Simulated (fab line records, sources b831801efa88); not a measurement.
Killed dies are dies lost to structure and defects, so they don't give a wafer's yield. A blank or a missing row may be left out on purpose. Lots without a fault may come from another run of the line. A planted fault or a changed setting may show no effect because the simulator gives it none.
Which tool did it? | flow sky130 | 13 lots, 39 wafers sampled, at 5 steps of a route of 708

WHAT THE GAUGES READ, wafer by wafer
SKY_VT_ADJUST_HVTP_OVL_MEAS_08.
lot  | measured     | on         | VT_ADJUST_HVTP_OVL (nm)
L126 | day 6 08:35  | overlay-02 | -1.9 -0.8 -0.4
L127 | day 6 10:37  | overlay-02 | 0.0 1.1 0.4
L129 | day 7 02:41  | overlay-02 | 0.1 1.0 0.7
L130 | day 7 07:25  | overlay-02 | 3.0 1.2 0.0
L133 | day 8 00:44  | overlay-02 | 1.5 1.3 2.1
L136 | day 8 18:59  | overlay-01 | -0.5 -0.9 -1.3
L137 | day 9 06:05  | overlay-02 | -1.9 -3.1 -0.2
L139 | day 9 13:22  | overlay-02 | -1.5 -4.1 0.0
L140 | day 9 22:47  | overlay-02 | 1.1 -0.7 -0.2
L141 | day 10 04:29 | overlay-01 | -0.4 -1.2 -0.8
L142 | day 10 11:32 | overlay-01 | -2.0 -2.1 0.7
L143 | day 10 21:04 | overlay-01 | -0.2 -0.7 -1.0
L147 | day 11 19:35 | overlay-02 | 2.2 0.2 0.8

SKY_VT_ADJUST_HVTR_CD_MEAS_07: target cd 380 nm.
lot  | measured     | on        | cd_nm (nm)
L126 | day 9 21:38  | cd_sem-01 | 385.9 384.8 383.8
L127 | day 10 02:18 | cd_sem-02 | 382.2 381.8 384.5
L129 | day 10 19:23 | cd_sem-02 | 379.7 377.8 379.2
L130 | day 11 02:15 | cd_sem-02 | 382.7 383.7 382.7
L133 | day 11 22:55 | cd_sem-02 | 380.9 383.5 381.2
L136 | day 12 20:14 | cd_sem-02 | 378.0 375.8 379.1
L137 | day 13 09:43 | cd_sem-01 | 382.5 383.5 383.5
L139 | day 13 17:37 | cd_sem-01 | 383.3 380.3 382.1
L140 | day 14 06:38 | cd_sem-01 | 382.2 379.6 377.6
L141 | day 14 13:08 | cd_sem-02 | 382.3 380.1 380.1
L142 | day 14 21:31 | cd_sem-01 | 381.9 383.1 383.3
L143 | day 15 06:34 | cd_sem-02 | 381.2 377.9 378.4
L147 | day 16 08:56 | cd_sem-02 | 382.6 378.9 380.5

SKY_VT_ADJUST_HVTR_OVL_MEAS_08.
lot  | measured     | on         | VT_ADJUST_HVTR_OVL (nm)
L126 | day 9 21:45  | overlay-02 | 0.5 -0.2 1.0
L127 | day 10 02:23 | overlay-02 | -1.2 0.0 0.5
L129 | day 10 19:30 | overlay-02 | 3.3 1.5 3.6
L130 | day 11 02:20 | overlay-02 | 2.6 1.2 1.2
L133 | day 11 23:02 | overlay-02 | -2.3 0.8 0.4
L136 | day 12 20:21 | overlay-02 | 1.6 1.2 0.9
L137 | day 13 09:50 | overlay-01 | -104.8 -102.3 -104.0 -105.4 -103.5 -104.2
L139 | day 13 17:43 | overlay-02 | -103.3 -100.8 -101.4 -104.1 -101.9 -103.0
L140 | day 14 06:45 | overlay-02 | -106.6 -104.5 -105.0 -107.4 -105.3 -106.0
L141 | day 14 13:14 | overlay-02 | 1.3 0.9 1.2
L142 | day 14 21:38 | overlay-01 | 1.6 4.4 -0.2
L143 | day 15 06:41 | overlay-02 | 3.4 2.7 2.2
L147 | day 16 09:03 | overlay-02 | 0.7 0.0 0.1

WHICH TOOL RAN EACH LOT (tool, then ch and the chambers of the sampled wafers, then the start)
lot  | SKY_VT_ADJUST_NCORE_STRIP_10         | SKY_VT_ADJUST_HVTR_EXPOSE_04
L126 | plasma_asher-01 ch 0,1, day 8 22:55  | iline_stepper-01 ch 0, day 9 10:38
L127 | plasma_asher-01 ch 0,1, day 9 03:27  | iline_stepper-01 ch 0, day 9 15:16
L129 | plasma_asher-02 ch 0,1, day 9 19:40  | iline_stepper-01 ch 0, day 10 06:59
L130 | plasma_asher-03 ch 0,1, day 10 02:29 | iline_stepper-01 ch 0, day 10 14:26
L133 | plasma_asher-03 ch 0,1, day 10 21:49 | iline_stepper-02 ch 0, day 11 10:06
L136 | plasma_asher-01 ch 0,1, day 11 18:49 | iline_stepper-01 ch 0, day 12 07:04
L137 | plasma_asher-01 ch 0,1, day 12 07:13 | iline_stepper-02 ch 0, day 12 20:46
L139 | plasma_asher-03 ch 0,1, day 12 15:04 | iline_stepper-02 ch 0, day 13 04:45
L140 | plasma_asher-02 ch 0,1, day 13 03:20 | iline_stepper-02 ch 0, day 13 16:41
L141 | plasma_asher-02 ch 0,1, day 13 08:40 | iline_stepper-01 ch 0, day 13 22:56
L142 | plasma_asher-03 ch 0,1, day 13 17:43 | iline_stepper-01 ch 0, day 14 08:13
L143 | plasma_asher-03 ch 0,1, day 14 03:16 | iline_stepper-01 ch 0, day 14 17:28
L147 | plasma_asher-01 ch 0,1, day 15 05:56 | iline_stepper-01 ch 0, day 15 19:50
- SKY_VT_ADJUST_NCORE_STRIP_10: strips in O2/N2.
- SKY_VT_ADJUST_HVTR_EXPOSE_04: exposes mask HVTRM, target cd 380 nm.

WHAT THE TOOLS THEMSELVES READ (means of the sampled wafers that have a number; where no wafer has one, the mark that the record gives instead)
SKY_VT_ADJUST_NCORE_STRIP_10.
lot  | tool            | drypump_motor_current_A (A) | oes_product_au (a.u.) | strip_time_to_endpoint_s (s)
L126 | plasma_asher-01 | 5.93                        | 0.715                 | 14.26
L127 | plasma_asher-01 | 5.91                        | 0.720                 | 14.20
L129 | plasma_asher-02 | 5.93                        | 0.716                 | 14.13
L130 | plasma_asher-03 | 5.42                        | 0.718                 | 14.10
L133 | plasma_asher-03 | 5.43                        | 0.712                 | 14.12
L136 | plasma_asher-01 | 5.91                        | 0.715                 | 14.20
L137 | plasma_asher-01 | 5.86                        | 0.720                 | 14.15
L139 | plasma_asher-03 | 5.41                        | 0.716                 | 14.15
L140 | plasma_asher-02 | 5.89                        | 0.718                 | 14.12
L141 | plasma_asher-02 | 5.75                        | 0.718                 | 14.24
L142 | plasma_asher-03 | 5.40                        | 0.716                 | 14.18
L143 | plasma_asher-03 | 5.40                        | 0.715                 | 14.20
L147 | plasma_asher-01 | 5.93                        | 0.710                 | 14.14

THE ANSWER, worked out from the rows above alone
Rule: what is usual is taken from the lots themselves. Put in order of their means at a reading, lots are off if they are a third of the lots or fewer, leave a main group of 4 or more, and stand apart from it by a gap of 3 or more times the standard deviation of the main group's means; of several such gaps the widest counts. A main group whose means are all the same, to the digits that the tables above print for the reading, isn't used. A lot without any number at a reading at which 4 lots or more have one is off too. The other lots that the step has rows for count as sound. The gauges are gone through in route order, then the tools' own readings, and for those a lot's mean is taken as printed above. The first step at which some lot is off is used, and at that step the reading that is off furthest; a lot without a number counts as furthest.
Off: L137, L139, L140, at SKY_VT_ADJUST_HVTR_OVL_MEAS_08 (VT_ADJUST_HVTR_OVL). The main group: mean 1.2 nm, standard deviation 1.1.
A tool fits if, at a process step before that reading, it ran every lot that is off, and no sound lot after the first of them. The gauges at SKY_VT_ADJUST_HVTR_OVL_MEAS_08 are tried like those tools. One fits: iline_stepper-02 at SKY_VT_ADJUST_HVTR_EXPOSE_04. Its last sound lot is L133 (day 11 10:06), its first lot that is off L137 (day 12 20:46): a fault that began between those two fits.

WHAT THE SIMULATOR HAD PUT IN
Scanner matching overlay: iline_stepper-02, from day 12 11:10 on, at SKY_VT_ADJUST_HVTR_EXPOSE_04. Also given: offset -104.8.
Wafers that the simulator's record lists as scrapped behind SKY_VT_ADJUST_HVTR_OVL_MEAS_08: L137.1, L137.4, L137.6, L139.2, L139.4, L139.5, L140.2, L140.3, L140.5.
Lots struck among those shown: L137, L139, L140. The rule above found the same.
